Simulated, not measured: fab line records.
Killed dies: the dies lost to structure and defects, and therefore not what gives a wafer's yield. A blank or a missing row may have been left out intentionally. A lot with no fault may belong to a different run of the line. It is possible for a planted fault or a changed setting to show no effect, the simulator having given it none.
fab line records	flow sky130
record lots=24	wafers=72	lastDay=50
route steps=708 shown PWDE@52 GATE_OXIDE@197 RES_PROTECT@215 POLY_GATE@231 VIA3@587 METAL5@661
lots untouched by any fault: they come from a run of this same line in which no faults occurred
startH: start of the lot's first displayed wafer, in hours after the record's first day	waitH: how many hours have passed since the lot's step before this one	" unchanged from the row above	L1.1+2: one row covering several wafers at once	- value missing, or start not given	* or withheld: withheld	< > ~ a bound
route shown NAME@n: names a module that has steps shown in the file, with the first one's number in the route	usual: mean/standard deviation taken from wafers without a fault	same: alike in all rows	chamber/n: place in a boat	sites: each site's reading	_std_site: how widely they spread, as a standard deviation	_edge_site: the outer-site mean with the inner-site mean subtracted	radiusMm: for every site, how far away it sits from the centre of the wafer	mask NAME#n: copy n	behind: the tool/chamber that last shaped the wafer	hold: reason for holding the lot/hours on hold/outcome of the hold	device: names the non-switching transistor (n, p or np)	end of line: the route-end tests of the same wafers	a step without rows: its recipe alone	killed: dies lost to structure and defects at the first sort, not the wafer's yield	map: the dies of a wafer, with x for killed, . for not killed, _ for no die there
set.NAME: the run value of the setting; set.NAME@STEP: its run value at that earlier step	model.NAME: the simulator's own value behind a step, which no gauge read
one table for each step of the route and one row for each wafer, over a sample of lots
services: from which hour (startH, from the record's first day; less than 0 if before it) a tool's chamber was out of use, for how many hours, and why
## steps
# step SKY_PWDE_OVL_MEAS_07
# usual PWDE_OVL=0.0/1.4
lot.wafer	tool	chamber	startH	waitH	PWDE_OVL[nm]
L074.1	overlay-02	-	68.78	-	0.0
L074.2	"	-	"	"	0.5
L074.5	"	-	"	"	-1.4
L075.1	overlay-01	-	74.78	-	1.0
L075.2	"	-	"	"	1.0
L075.4	"	-	"	"	1.8
L076.3	overlay-01	-	81.55	-	0.2
L076.5	"	-	"	"	0.0
L076.6	"	-	"	"	0.8
L077.1	overlay-01	-	87.78	-	-0.2
L077.4	"	-	"	"	-2.1
L077.5	"	-	"	"	-1.6
L078.2	overlay-02	-	90.33	-	-1.0
L078.3	"	-	"	"	-0.5
L078.5	"	-	"	"	-1.0
L079.2	overlay-02	-	95.48	-	1.9
L079.4	"	-	"	"	1.4
L079.6	"	-	"	"	1.3
L080.1	overlay-02	-	103.92	-	0.2
L080.2	"	-	"	"	-1.0
L080.4	"	-	"	"	-1.8
L081.4	overlay-02	-	109.61	-	0.6
L081.5	"	-	"	"	1.2
L081.6	"	-	"	"	1.8
L082.1	overlay-02	-	111.82	-	-0.7
L082.2	"	-	"	"	-0.1
L082.6	"	-	"	"	0.6
L083.2	overlay-01	-	117.65	-	-1.8
L083.3	"	-	"	"	-3.2
L083.5	"	-	"	"	-2.3
L084.2	overlay-02	-	124.40	-	1.8
L084.4	"	-	"	"	1.6
L084.6	"	-	"	"	1.3
L085.3	overlay-01	-	130.34	-	1.3
L085.4	"	-	"	"	0.5
L085.6	"	-	"	"	3.5
L086.1	overlay-02	-	134.27	-	-1.6
L086.4	"	-	"	"	0.5
L086.5	"	-	"	"	-1.0
L087.2	overlay-01	-	139.48	-	-2.2
L087.3	"	-	"	"	-2.1
L087.5	"	-	"	"	1.2
L088.1	overlay-02	-	148.32	-	0.9
L088.3	"	-	"	"	0.4
L088.4	"	-	"	"	3.9
L089.2	overlay-01	-	157.09	-	0.7
L089.3	"	-	"	"	1.2
L089.4	"	-	"	"	1.3
L090.2	overlay-02	-	159.24	-	-0.4
L090.4	"	-	"	"	0.1
L090.6	"	-	"	"	1.6
L091.1	overlay-02	-	162.17	-	-2.0
L091.3	"	-	"	"	-0.8
L091.4	"	-	"	"	0.2
L092.1	overlay-01	-	166.57	-	-1.0
L092.4	"	-	"	"	-2.6
L092.5	"	-	"	"	-0.3
L093.1	overlay-02	-	175.94	-	0.7
L093.2	"	-	"	"	1.0
L093.4	"	-	"	"	0.6
L094.1	overlay-02	-	183.27	-	1.7
L094.4	"	-	"	"	2.4
L094.5	"	-	"	"	1.3
L095.2	overlay-01	-	189.95	-	-1.5
L095.3	"	-	"	"	-2.7
L095.4	"	-	"	"	-0.8
L096.1	overlay-01	-	197.64	-	0.3
L096.2	"	-	"	"	-0.1
L096.4	"	-	"	"	0.3
L097.1	overlay-02	-	203.52	-	-0.4
L097.4	"	-	"	"	-0.9
L097.6	"	-	"	"	-1.2
# step SKY_GATE_OXIDE_OVL_MEAS_10
# usual GATE_OXIDE_OVL=0.5/1.3
lot.wafer	tool	chamber	startH	waitH	GATE_OXIDE_OVL[nm]
L074.1	overlay-02	-	307.31	0.1	0.6
L074.2	"	-	"	"	1.0
L074.5	"	-	"	"	0.0
L075.1	overlay-02	-	317.67	0.1	1.4
L075.2	"	-	"	"	0.4
L075.4	"	-	"	"	0.2
L076.3	overlay-01	-	326.09	0.1	0.0
L076.5	"	-	"	"	0.7
L076.6	"	-	"	"	-1.0
L077.1	overlay-02	-	336.62	0.1	0.9
L077.4	"	-	"	"	2.6
L077.5	"	-	"	"	-2.1
L078.2	overlay-01	-	344.30	0.1	1.3
L078.3	"	-	"	"	-0.3
L078.5	"	-	"	"	-0.8
L079.2	overlay-01	-	350.18	0.1	0.0
L079.4	"	-	"	"	1.9
L079.6	"	-	"	"	0.7
L080.1	overlay-01	-	364.16	0.1	1.6
L080.2	"	-	"	"	-0.8
L080.4	"	-	"	"	-1.6
L081.4	overlay-02	-	371.93	0.1	1.6
L081.5	"	-	"	"	0.0
L081.6	"	-	"	"	-1.6
L082.1	overlay-01	-	377.31	0.1	0.4
L082.2	"	-	"	"	0.1
L082.6	"	-	"	"	0.0
L083.2	overlay-02	-	378.30	0.1	0.2
L083.3	"	-	"	"	-0.8
L083.5	"	-	"	"	-0.3
L084.2	overlay-02	-	391.80	0.1	2.7
L084.4	"	-	"	"	2.3
L084.6	"	-	"	"	1.8
L085.3	overlay-01	-	401.65	0.1	-0.6
L085.4	"	-	"	"	-0.4
L085.6	"	-	"	"	-0.7
L086.1	overlay-01	-	405.59	0.1	1.2
L086.4	"	-	"	"	1.1
L086.5	"	-	"	"	1.6
L087.2	overlay-01	-	414.84	0.1	0.3
L087.3	"	-	"	"	-0.1
L087.5	"	-	"	"	0.4
L088.1	overlay-02	-	427.67	0.1	0.6
L088.3	"	-	"	"	3.3
L088.4	"	-	"	"	-0.1
L089.2	overlay-02	-	438.34	0.1	-0.7
L089.3	"	-	"	"	1.1
L089.4	"	-	"	"	0.1
L090.2	overlay-01	-	450.59	0.1	2.2
L090.4	"	-	"	"	-0.4
L090.6	"	-	"	"	0.2
L091.1	overlay-02	-	450.66	0.1	0.5
L091.3	"	-	"	"	2.2
L091.4	"	-	"	"	2.1
L092.1	overlay-01	-	455.54	0.1	2.3
L092.4	"	-	"	"	1.5
L092.5	"	-	"	"	0.1
L093.1	overlay-01	-	468.71	0.1	1.2
L093.2	"	-	"	"	0.1
L093.4	"	-	"	"	0.8
L094.1	overlay-02	-	480.42	0.1	-0.9
L094.4	"	-	"	"	1.5
L094.5	"	-	"	"	3.3
L095.2	overlay-02	-	491.77	0.1	-0.4
L095.3	"	-	"	"	1.1
L095.4	"	-	"	"	2.2
L096.1	overlay-01	-	499.37	0.1	0.5
L096.2	"	-	"	"	-0.4
L096.4	"	-	"	"	2.1
L097.1	overlay-02	-	510.77	0.1	-1.1
L097.4	"	-	"	"	1.8
L097.6	"	-	"	"	-0.3
# step SKY_RES_PROTECT_TW_MEAS_08
# usual POLY_GATE_TW=4042/63
lot.wafer	tool	chamber	startH	waitH	POLY_GATE_TW
L074.1	filmMetro-04	-	338.36	0.1	4135
L074.2	"	-	"	"	4097
L074.5	"	-	"	"	4091
L075.1	filmMetro-04	-	347.96	0.1	4090
L075.2	"	-	"	"	4097
L075.4	"	-	"	"	4093
L076.3	filmMetro-02	-	356.33	0.1	3941
L076.5	"	-	"	"	3949
L076.6	"	-	"	"	3938
L077.1	filmMetro-03	-	368.47	0.1	4027
L077.4	"	-	"	"	4023
L077.5	"	-	"	"	4032
L078.2	filmMetro-03	-	375.44	0.1	4027
L078.3	"	-	"	"	4011
L078.5	"	-	"	"	4006
L079.2	filmMetro-03	-	384.18	0.1	4018
L079.4	"	-	"	"	4010
L079.6	"	-	"	"	4007
L080.1	filmMetro-04	-	396.07	0.1	4063
L080.2	"	-	"	"	4083
L080.4	"	-	"	"	4100
L081.4	filmMetro-02	-	404.29	0.1	3985
L081.5	"	-	"	"	3963
L081.6	"	-	"	"	3962
L082.1	filmMetro-02	-	410.17	0.1	3976
L082.2	"	-	"	"	3967
L082.6	"	-	"	"	3966
L083.2	filmMetro-02	-	411.89	0.1	3968
L083.3	"	-	"	"	3978
L083.5	"	-	"	"	3974
L084.2	filmMetro-04	-	425.89	0.1	4122
L084.4	"	-	"	"	4093
L084.6	"	-	"	"	4117
L085.3	filmMetro-03	-	440.75	0.1	3998
L085.4	"	-	"	"	4019
L085.6	"	-	"	"	4011
L086.1	filmMetro-04	-	441.03	0.1	4097
L086.4	"	-	"	"	4076
L086.5	"	-	"	"	4086
L087.2	filmMetro-04	-	448.89	0.1	4093
L087.3	"	-	"	"	4104
L087.5	"	-	"	"	4093
L088.1	filmMetro-02	-	466.48	0.1	3972
L088.3	"	-	"	"	3976
L088.4	"	-	"	"	3983
L089.2	filmMetro-03	-	473.33	0.1	4011
L089.3	"	-	"	"	4000
L089.4	"	-	"	"	3994
L090.2	filmMetro-03	-	485.19	0.1	4039
L090.4	"	-	"	"	4006
L090.6	"	-	"	"	4035
L091.1	filmMetro-02	-	485.46	0.1	3957
L091.3	"	-	"	"	3957
L091.4	"	-	"	"	3956
L092.1	filmMetro-04	-	490.73	0.1	4122
L092.4	"	-	"	"	4107
L092.5	"	-	"	"	4116
L093.1	filmMetro-04	-	503.68	0.1	4112
L093.2	"	-	"	"	4114
L093.4	"	-	"	"	4083
L094.1	filmMetro-02	-	514.47	0.1	3936
L094.4	"	-	"	"	3950
L094.5	"	-	"	"	3957
L095.2	filmMetro-04	-	526.17	0.1	4087
L095.3	"	-	"	"	4107
L095.4	"	-	"	"	4111
L096.1	filmMetro-04	-	532.82	0.1	4130
L096.2	"	-	"	"	4131
L096.4	"	-	"	"	4120
L097.1	filmMetro-04	-	544.77	0.1	4132
L097.4	"	-	"	"	4140
L097.6	"	-	"	"	4144
# step SKY_POLY_GATE_ETCH_17
# recipe targetDepthNm=180	stopOn=SiO2	overEtchFrac=0.56667	chemistry=HBr/Cl2	target=poly-Si	icpW=400	biasW=100	pressureMtorr=10	HBr_flow_sccm=150	Cl2_flow_sccm=50	timeS=70.5
# usual drypumpMotorCurrentA=5.6/0.5	heBacksideLeakSccm=2.63/0.25	oesProductAu=0.987/0.006	rfFwdPowerW=397.6/1.1	throttleValvePct=33.684/0.0086
lot.wafer	tool	chamber	startH	waitH	drypumpMotorCurrentA	heBacksideLeakSccm	oesProductAu	rfFwdPowerW	rfHoursCounterH	throttleValvePct
L074.1	rieSi-01	2	368.08	0.0	6.4	3.32	0.989	397.9	1	33.682
L074.2	"	3	"	"	5.1	2.28	0.984	398.7	1	33.680
L074.5	"	2	"	"	6.3	3.00	0.979	396.9	-	33.686
L075.1	rieSi-02	0	380.92	0.0	5.1	2.45	0.994	396.5	14	33.680
L075.2	"	3	"	"	5.7	2.49	0.980	397.5	12	33.690
L075.4	"	2	"	"	6.1	3.05	0.972	398.9	77	33.683
L076.3	rieSi-02	2	387.37	0.0	6.0	3.01	0.982	399.3	77	33.675
L076.5	"	3	"	"	5.7	2.71	0.985	397.5	-	33.687
L076.6	"	2	"	"	6.1	2.96	0.989	397.6	-	33.677
L077.1	rieSi-02	2	400.88	0.0	6.1	3.11	0.997	397.5	77	33.681
L077.4	"	0	"	"	5.0	2.52	0.985	397.7	14	33.671
L077.5	"	0	"	"	5.1	2.51	0.985	397.1	-	33.690
L078.2	rieSi-02	0	407.45	0.0	5.1	2.45	0.992	395.8	14	33.680
L078.3	"	1	"	"	6.2	2.61	0.998	399.7	2	33.679
L078.5	"	0	"	"	5.1	2.47	0.984	396.7	-	33.676
L079.2	rieSi-01	0	416.57	0.0	5.0	2.30	0.993	397.6	27	33.691
L079.4	"	3	"	"	5.1	2.54	0.985	395.6	2	33.687
L079.6	"	0	"	"	5.0	2.32	0.987	397.7	-	33.683
L080.1	rieSi-02	3	428.07	0.0	5.7	2.64	0.987	398.0	13	33.688
L080.2	"	1	"	"	6.1	2.47	0.984	395.3	2	33.689
L080.4	"	0	"	"	5.1	2.42	0.990	395.8	15	33.677
L081.4	rieSi-01	3	437.57	0.0	5.1	2.27	0.992	399.0	2	33.699
L081.5	"	1	"	"	5.9	2.58	0.982	399.3	-	33.695
L081.6	"	2	"	"	6.3	2.94	0.994	399.4	-	33.684
L082.1	rieSi-01	1	442.40	0.0	5.9	2.63	0.989	398.1	2	33.674
L082.2	"	0	"	"	5.0	2.34	0.985	395.0	27	33.685
L082.6	"	0	"	"	5.0	2.35	0.978	394.9	-	33.686
L083.2	rieSi-01	1	446.05	0.0	5.9	2.66	1.001	398.0	3	33.676
L083.3	"	2	"	"	6.3	2.73	0.998	398.7	2	33.683
L083.5	"	2	"	"	6.3	2.71	1.000	395.8	-	33.691
L084.2	rieSi-02	3	458.52	0.0	5.7	2.83	0.997	397.2	13	33.692
L084.4	"	0	"	"	5.1	2.47	0.979	396.8	15	33.697
L084.6	"	1	"	"	6.2	2.68	0.992	397.1	-	33.692
L085.3	rieSi-01	1	472.87	0.0	5.9	2.61	0.980	398.1	3	33.688
L085.4	"	3	"	"	5.1	2.28	0.976	396.4	2	33.681
L085.6	"	1	"	"	5.9	2.66	0.995	399.6	-	33.672
L086.1	rieSi-02	0	474.18	0.0	5.0	2.40	0.991	397.8	15	33.680
L086.4	"	3	"	"	5.7	2.81	0.992	397.6	13	33.682
L086.5	"	3	"	"	5.7	2.93	0.987	398.2	-	33.690
L087.2	rieSi-01	3	481.62	0.0	5.2	2.55	0.977	396.1	2	33.684
L087.3	"	2	"	"	6.3	2.90	0.995	397.5	2	33.693
L087.5	"	0	"	"	5.0	2.30	0.986	398.1	-	33.679
L088.1	rieSi-02	2	498.88	0.0	6.1	2.92	0.990	398.7	0	33.689
L088.3	"	0	"	"	5.0	2.46	0.994	398.5	15	33.698
L088.4	"	3	"	"	5.7	2.70	0.995	397.6	13	33.679
L089.2	rieSi-01	3	505.72	0.0	5.1	2.46	0.983	398.6	2	33.683
L089.3	"	0	"	"	5.0	2.58	0.986	394.9	28	33.680
L089.4	"	2	"	"	6.3	2.84	0.980	399.0	2	33.685
L090.2	rieSi-02	2	517.47	0.0	6.1	2.92	0.984	398.3	0	33.688
L090.4	"	1	"	"	6.1	2.57	0.977	395.2	3	33.672
L090.6	"	0	"	"	5.1	2.42	0.985	398.1	-	33.678
L091.1	rieSi-01	1	519.02	0.0	5.9	2.65	0.984	399.4	3	33.698
L091.3	"	3	"	"	5.1	2.47	0.984	397.3	2	33.685
L091.4	"	2	"	"	6.4	2.84	0.982	398.6	2	33.693
L092.1	rieSi-02	1	523.28	0.0	6.2	2.46	0.984	395.6	3	33.681
L092.4	"	0	"	"	5.1	2.55	0.981	396.0	15	33.680
L092.5	"	3	"	"	5.7	2.73	0.981	399.1	-	33.697
L093.1	rieSi-01	0	535.68	0.0	5.0	2.24	0.994	396.9	28	33.681
L093.2	"	3	"	"	5.1	2.63	0.986	397.7	3	33.678
L093.4	"	2	"	"	6.3	2.78	0.998	396.4	2	33.691
L094.1	rieSi-02	3	546.75	0.0	5.7	2.83	0.992	397.8	13	33.684
L094.4	"	2	"	"	6.1	2.77	0.990	398.0	0	33.677
L094.5	"	3	"	"	5.7	2.79	0.987	398.8	-	33.674
L095.2	rieSi-01	2	558.58	0.0	6.3	2.93	0.984	397.9	2	33.678
L095.3	"	1	"	"	5.9	2.55	0.982	398.8	3	33.674
L095.4	"	3	"	"	5.1	2.61	0.993	399.6	3	33.687
L096.1	rieSi-02	3	563.42	0.0	5.7	2.69	0.990	397.9	13	33.679
L096.2	"	0	"	"	5.1	2.56	0.984	398.3	15	33.687
L096.4	"	1	"	"	6.1	2.54	0.981	397.7	3	33.678
L097.1	rieSi-01	1	576.95	0.0	5.9	2.83	0.993	397.4	3	33.676
L097.4	"	0	"	"	5.0	2.28	0.985	397.5	28	33.678
L097.6	"	0	"	"	5.0	2.31	0.991	397.6	-	33.686
# step SKY_VIA3_ETCH_14
# recipe chemistry=N2/H2	target=BARC	ionEnergyEv=200	sourceW=500	biasW=100	pressureMtorr=30	n2FlowSccm=100	h2FlowSccm=200	stopOn=SiO2	timeS=45.9	targetDepthA=600
# usual drypumpMotorCurrentA=5.7/0.41	oesProductAu=0.854/0.0049	rfFwdPowerW=494.7/2.1	throttleValvePct=13.224/0.0092
lot.wafer	tool	chamber	startH	waitH	drypumpMotorCurrentA	oesProductAu	rfFwdPowerW	rfHoursCounterH	throttleValvePct
L074.1	rieDiel-03	0	927.04	0.0	5.9	0.860	497.9	11	13.228
L074.2	"	3	"	"	5.4	0.856	495.8	19	13.228
L074.5	"	3	"	"	5.4	0.855	496.9	-	13.234
L075.1	rieDiel-02	2	936.87	0.0	5.6	0.850	496.5	23	13.225
L075.2	"	0	"	"	6.1	0.864	490.1	17	13.221
L075.4	"	1	"	"	5.6	0.851	495.6	14	13.221
L076.3	rieDiel-04	2	945.86	0.0	6.2	0.850	495.3	-	13.219
L076.5	"	1	"	"	5.0	0.854	495.4	-	13.214
L076.6	"	2	"	"	6.2	0.847	497.4	-	13.227
L077.1	rieDiel-02	0	956.74	0.0	6.1	0.850	490.2	18	13.227
L077.4	"	1	"	"	5.6	0.855	498.0	14	13.220
L077.5	"	0	"	"	6.1	0.853	492.4	-	13.239
L078.2	rieDiel-04	2	958.49	0.0	6.2	0.857	496.3	7	13.227
L078.3	"	0	"	"	6.0	0.854	493.7	7	13.233
L078.5	"	0	"	"	6.0	0.857	491.6	-	13.226
L079.2	rieDiel-04	0	967.52	0.0	6.0	0.859	492.8	8	13.237
L079.4	"	3	"	"	5.9	0.856	494.5	14	13.227
L079.6	"	1	"	"	5.0	0.852	494.5	-	13.236
L080.1	rieDiel-02	2	976.17	0.0	5.6	0.854	498.5	25	13.224
L080.2	"	3	"	"	5.6	0.856	496.1	17	13.229
L080.4	"	0	"	"	6.1	0.850	494.3	18	13.235
L081.4	rieDiel-03	2	981.94	0.0	5.9	0.855	494.0	6	13.219
L081.5	"	2	"	"	5.9	0.850	494.4	-	13.229
L081.6	"	1	"	"	4.9	0.843	493.6	-	13.227
L082.1	rieDiel-04	2	983.62	0.0	6.2	0.863	494.3	8	13.240
L082.2	"	1	"	"	5.0	0.857	493.2	27	13.233
L082.6	"	1	"	"	5.0	0.854	491.7	-	13.229
L083.2	rieDiel-03	1	991.64	0.0	4.9	0.847	493.7	10	13.233
L083.3	"	2	"	"	5.9	0.852	493.9	6	13.228
L083.5	"	0	"	"	5.9	0.852	494.5	-	13.228
L084.2	rieDiel-03	0	999.93	0.0	5.9	0.856	492.4	13	13.232
L084.4	"	1	"	"	5.0	0.853	494.4	10	13.231
L084.6	"	3	"	"	5.5	0.854	496.1	-	13.208
L085.3	rieDiel-03	0	1011.22	0.0	5.9	0.852	494.7	14	13.204
L085.4	"	1	"	"	5.0	0.853	495.9	11	13.222
L085.6	"	3	"	"	5.4	0.852	496.9	-	13.225
L086.1	rieDiel-04	0	1012.87	0.0	6.0	0.855	493.6	9	13.226
L086.4	"	1	"	"	5.0	0.858	493.2	27	13.219
L086.5	"	2	"	"	6.2	0.851	496.5	-	13.226
L087.2	rieDiel-02	2	1016.54	0.0	5.6	0.854	495.7	26	13.226
L087.3	"	0	"	"	6.1	0.843	492.4	20	13.221
L087.5	"	2	"	"	5.6	0.846	494.1	-	13.216
L088.1	rieDiel-03	0	1030.09	0.0	6.0	0.854	496.6	14	13.222
L088.3	"	3	"	"	5.5	0.858	493.5	22	13.244
L088.4	"	1	"	"	4.9	0.855	493.8	11	13.227
L089.2	rieDiel-02	1	1033.84	0.0	5.7	0.861	494.8	16	13.231
L089.3	"	2	"	"	5.6	0.849	494.7	26	13.229
L089.4	"	3	"	"	5.6	0.852	498.1	19	13.216
L090.2	rieDiel-02	2	1045.14	0.0	5.6	0.861	493.5	27	13.232
L090.4	"	1	"	"	5.6	0.856	494.9	16	13.225
L090.6	"	1	"	"	5.6	0.853	495.7	-	13.220
L091.1	rieDiel-02	3	1047.68	0.0	5.6	0.849	495.4	19	13.230
L091.3	"	1	"	"	5.6	0.854	494.4	16	13.207
L091.4	"	2	"	"	5.6	0.854	495.3	27	13.230
L092.1	rieDiel-03	3	1048.38	0.0	5.5	0.858	497.8	23	13.220
L092.4	"	0	"	"	6.0	0.852	495.7	15	13.229
L092.5	"	3	"	"	5.5	0.861	500.7	-	13.226
L093.1	rieDiel-03	2	1057.62	0.0	5.9	0.853	493.3	8	13.209
L093.2	"	1	"	"	5.0	0.853	496.8	12	13.202
L093.4	"	0	"	"	5.9	0.854	497.2	15	13.224
L094.1	rieDiel-04	0	1065.03	0.0	6.0	0.860	492.6	12	13.221
L094.4	"	3	"	"	5.9	0.865	493.3	18	13.226
L094.5	"	1	"	"	5.0	0.855	494.5	-	13.221
L095.2	rieDiel-04	3	1075.22	0.0	5.9	0.855	491.0	18	13.212
L095.3	"	1	"	"	4.9	0.856	494.4	30	13.222
L095.4	"	2	"	"	6.2	0.850	495.0	11	13.229
L096.1	rieDiel-04	2	1076.53	0.0	6.2	0.863	495.5	11	13.208
L096.2	"	1	"	"	5.0	0.850	494.9	30	13.223
L096.4	"	0	"	"	6.0	0.850	494.2	12	13.227
L097.1	rieDiel-03	3	1089.07	0.0	5.5	0.860	495.8	25	13.220
L097.4	"	2	"	"	5.9	0.849	495.0	9	13.233
L097.6	"	1	"	"	4.9	0.856	493.1	-	13.243
# step SKY_METAL5_SPUTTER_00
# recipe material=Ti	targetThkNm=15	powerW=3000	timeS=10	chamberPressurePa=0.4
# usual cathodeDcPowerW=3000.0/0.56	throttleValvePct=29.6/1.1
lot.wafer	tool	chamber	startH	waitH	cathodeDcPowerW	throttleValvePct
L074.1	pvdSputter-03	-	1004.02	0.1	3000.4	29.1
L074.2	"	-	"	"	3001.4	31.5
L074.5	"	-	"	"	3000.9	30.7
L075.1	pvdSputter-03	-	1013.42	0.2	2999.6	31.0
L075.2	"	-	"	"	3000.5	31.6
L075.4	"	-	"	"	2999.8	28.9
L076.3	pvdSputter-03	-	1022.35	0.2	2999.0	30.5
L076.5	"	-	"	"	2999.9	30.6
L076.6	"	-	"	"	3000.1	29.2
L077.1	pvdSputter-03	-	1033.06	0.1	2999.1	30.7
L077.4	"	-	"	"	3000.1	30.6
L077.5	"	-	"	"	3001.1	31.3
L078.2	pvdSputter-04	-	1033.31	0.2	3000.1	27.4
L078.3	"	-	"	"	2999.8	30.3
L078.5	"	-	"	"	2999.7	30.5
L079.2	pvdSputter-02	-	1043.26	0.2	3000.8	28.8
L079.4	"	-	"	"	3000.8	28.3
L079.6	"	-	"	"	2999.4	27.9
L080.1	pvdSputter-02	-	1052.86	0.2	3000.0	28.9
L080.2	"	-	"	"	3000.3	27.7
L080.4	"	-	"	"	3000.3	29.5
L081.4	pvdSputter-03	-	1055.81	0.2	2999.0	31.3
L081.5	"	-	"	"	2999.8	31.4
L081.6	"	-	"	"	2999.8	29.3
L082.1	pvdSputter-04	-	1058.35	0.2	3000.1	30.4
L082.2	"	-	"	"	2999.8	27.2
L082.6	"	-	"	"	2999.9	27.3
L083.2	pvdSputter-02	-	1066.96	0.1	2999.7	28.8
L083.3	"	-	"	"	2999.9	29.6
L083.5	"	-	"	"	3000.7	28.9
L084.2	pvdSputter-02	-	1074.77	0.1	3000.1	28.9
L084.4	"	-	"	"	2998.8	29.8
L084.6	"	-	"	"	3000.6	28.8
L085.3	pvdSputter-02	-	1083.34	0.1	2999.7	28.9
L085.4	"	-	"	"	3000.0	29.9
L085.6	"	-	"	"	2999.6	29.3
L086.1	pvdSputter-03	-	1085.77	0.2	3000.5	29.2
L086.4	"	-	"	"	3000.5	30.8
L086.5	"	-	"	"	3000.1	31.5
L087.2	pvdSputter-02	-	1088.29	0.1	3000.5	29.4
L087.3	"	-	"	"	3000.9	29.5
L087.5	"	-	"	"	3000.4	29.7
L088.1	pvdSputter-02	-	1100.92	0.2	2999.8	28.9
L088.3	"	-	"	"	3001.0	29.1
L088.4	"	-	"	"	2999.8	27.8
L089.2	pvdSputter-02	-	1103.70	0.2	3000.8	28.9
L089.3	"	-	"	"	3000.0	27.9
L089.4	"	-	"	"	3000.1	29.6
L090.2	pvdSputter-03	-	1111.74	0.1	2999.8	29.1
L090.4	"	-	"	"	2999.7	30.8
L090.6	"	-	"	"	3000.1	29.3
L091.1	pvdSputter-02	-	1116.48	0.1	3000.4	29.4
L091.3	"	-	"	"	3000.4	29.7
L091.4	"	-	"	"	2998.9	29.8
L092.1	pvdSputter-02	-	1117.12	0.1	3000.6	29.8
L092.4	"	-	"	"	3000.3	29.0
L092.5	"	-	"	"	3001.4	29.4
L093.1	pvdSputter-02	-	1124.75	0.2	3000.5	29.4
L093.2	"	-	"	"	2999.8	28.1
L093.4	"	-	"	"	2998.7	29.4
L094.1	pvdSputter-04	-	1130.74	0.2	2999.9	27.4
L094.4	"	-	"	"	3000.4	30.9
L094.5	"	-	"	"	3000.1	27.3
L095.2	pvdSputter-02	-	1140.31	0.2	3000.0	28.9
L095.3	"	-	"	"	2999.9	29.6
L095.4	"	-	"	"	3000.4	28.2
L096.1	pvdSputter-04	-	1141.48	0.2	3000.2	30.9
L096.2	"	-	"	"	2999.3	30.7
L096.4	"	-	"	"	2999.1	30.6
L097.1	pvdSputter-03	-	1153.36	0.1	2999.5	30.6
L097.4	"	-	"	"	2999.5	31.5
L097.6	"	-	"	"	3001.0	31.2
## services
tool	chamber	startH	hours	kind
rieSi-02	0	372.30	5.1	repair
rieSi-02	1	383.11	17.1	repair
pvdSputter-02	-	391.89	1.2	repair
rieSi-02	3	394.19	3.3	repair
rieSi-01	2	400.19	3.3	repair
pvdSputter-02	-	404.68	5.2	repair
rieSi-01	2	426.95	7.2	repair
rieSi-02	0	485.63	6.2	repair
rieSi-02	-	543.42	0.4	repair
pvdSputter-02	-	614.21	0.8	repair
rieSi-01	2	625.48	2.0	repair
pvdSputter-02	-	696.52	2.6	repair
rieSi-01	3	699.30	9.2	repair
rieSi-02	1	711.19	20.8	repair
rieSi-02	-	731.24	4.3	pm
rieSi-02	0	736.43	5.0	repair
rieSi-01	0	741.26	9.0	repair
rieSi-02	-	750.33	0.2	repair
pvdSputter-02	-	792.97	1.8	repair
rieSi-01	0	793.65	10.7	repair
rieSi-01	-	852.88	0.4	repair
rieSi-01	-	886.87	2.8	pm
rieSi-02	-	1035.10	1.2	repair
rieSi-01	2	1068.28	4.2	repair
## key
fault none
